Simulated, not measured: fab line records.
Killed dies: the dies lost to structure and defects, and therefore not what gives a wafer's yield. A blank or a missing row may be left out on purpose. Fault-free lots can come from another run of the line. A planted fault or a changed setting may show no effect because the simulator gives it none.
A struck lot beside a sound one | flow sky130 | 17 out of 708 route steps
Sound: wafers L486.2, L486.3, L486.5. Struck: wafer L503.2 (L503.3, L503.6, from the same lot, were not struck and are left out); the cause is given at the end.
For every step that has rows: the tool of each side, followed by ch and its chambers, followed by its first start. Under that, the readings that differ: sound wafers | struck wafers | difference of the means | sigmas: that difference in standard deviations of wafers without a fault.
alike: readings with means less than 2 such deviations apart, plus words and numbers identical on both sides. not compared: withheld readings, readings lacking a value on some wafer, bounds such as >300 that could conceal the same value, and numbers that have no deviation in the record and whose values overlap.
The two part at a step that has a row with sigmas, a row that says differs or no value, or rows on one side only. Numbers that don't overlap but have no deviation are shown without sigmas and don't part them. A reading that every wafer of one side lacks parts them only if that side has two wafers or more.

first, 2 steps without rows for these wafers: SKY_CONTACT_PEB_12; SKY_CONTACT_DEVELOP_13 (develop time 60 s).
SKY_CONTACT_CD_MEAS_14: target cd 170 nm.
  sound: cd_sem-01 at day 31 04:54; struck: cd_sem-01 at day 36 16:29
  alike: cd_nm
SKY_CONTACT_OVL_MEAS_15:
  sound: overlay-02 at day 31 05:01; struck: overlay-02 at day 36 16:36
  alike: CONTACT_OVL
SKY_CONTACT_ETCH_16: etches BARC in N2/H2, stops on SiO2, time 45.9 s, target depth 60 nm.
  sound on rie_diel-01 ch 2,3, day 31 05:02; struck on rie_diel-03 ch 0, day 36 16:38
  alike: bias_w, drypump_motor_current_A, h2_flow_sccm, oes_product_au, rf_fwd_power_W, throttle_valve_pct
  not compared: rf_hours_counter_h
then, 1 step without rows for these wafers: SKY_CONTACT_ETCH_17 (etches SiO2 in C4F8/O2/Ar, stops on Si3N4, target depth 340 nm).
SKY_CONTACT_ETCH_18: etches Si3N4 in CHF3/O2, stops on TiN, time 39 s, target depth 75 nm.
  sound on rie_diel-01 ch 2,3; struck on rie_diel-03 ch 0
  alike: bias_w, drypump_motor_current_A, oes_product_au, rf_fwd_power_W, throttle_valve_pct
  not compared: rf_hours_counter_h
SKY_CONTACT_STRIP_19: strips in O2/N2.
  sound on plasma_asher-02 ch 0, day 31 05:10; struck on plasma_asher-03 ch 0, day 36 16:46
  alike: drypump_motor_current_A, oes_product_au, strip_time_to_endpoint_s
  not compared: rf_hours_counter_h
then, 3 steps without rows for these wafers: SKY_CONTACT_STRIP_20 (strips in post etch residue remover, time 1200 s); SKY_CONTACT_CLEAN_21 (cleans in IPA, time 180 s); SKY_CONTACT_CLEAN_22 (cleans in O3/DIW).
SKY_CONTACT_SPUTTER_23: material TiN, target thk 20 nm, time 80 s.
  sound: pvd_sputter-01 at day 31 05:46; struck: pvd_sputter-02 at day 36 17:21
  alike: throttle_valve_pct
SKY_CONTACT_CVD_24: deposits W, target thk 340 nm, time 102.12 s.
  sound on cvd_w-01 ch 0,1, day 31 05:50; struck on cvd_w-01 ch 0, day 36 17:25
  reading                               | sound           | struck | difference | sigmas
  model.W_of_CONTACT_CVD_24.thk_nm (nm) | 344 343.3 338.3 | 361.9  | +20.0      |
  alike: heater_power_w
SKY_CONTACT_RS_MEAS_25: measurement is done with a four-point probe.
  sound: film_metro-03 at day 31 05:59; struck: film_metro-02 at day 36 17:32
  reading               | sound             | struck | difference | sigmas
  CONTACT_W_RS (ohm/sq) | 0.334 0.335 0.339 | 0.317  | -0.019     | -5
SKY_CONTACT_THK_MEAS_26: measures by xrf.
  sound: film_metro-03 at day 31 06:05; struck: film_metro-02 at day 36 17:39
  reading            | sound       | struck | difference | sigmas
  CONTACT_W_THK (nm) | 327 327 323 | 342    | +16        | +3
SKY_CONTACT_CMP_27: polishes, stops on SiO2, t overpolish 15 s, target thk 0 nm.
  sound on cmp-01 ch 0,1,3, day 31 06:11; struck on cmp-02 ch 1, day 36 17:42
  alike: edge_zone_pressure_frac, motor_current_A, slurry_filter_dp_kPa
-- the record jumps here: 13 days lie between the struck wafers' starts before and after (it left off in module CONTACT and takes up again in module PAD_OPEN, whose first step shown is number 708 of the route) --
SKY_PAD_OPEN_PROBE_99:
  sound: prober-01 at day 45 17:02; struck: prober-01 at day 49 14:32
  reading            | sound      | struck | difference | sigmas
  killed_at_M0_to_M3 | 54 50 58   | 35     | -19        | -3
  killed_dies        | 102 90 109 | 73     | -27        | -3
  killed_short       | 39 42 56   | 28     | -18        | -3
  alike: killed_at_M4_up, killed_at_contacts, killed_at_front_end, killed_at_other, killed_open

## WHERE THEY PART
First at SKY_CONTACT_RS_MEAS_25; last, within this record, at SKY_PAD_OPEN_PROBE_99.

WHY: the cause the simulator had injected
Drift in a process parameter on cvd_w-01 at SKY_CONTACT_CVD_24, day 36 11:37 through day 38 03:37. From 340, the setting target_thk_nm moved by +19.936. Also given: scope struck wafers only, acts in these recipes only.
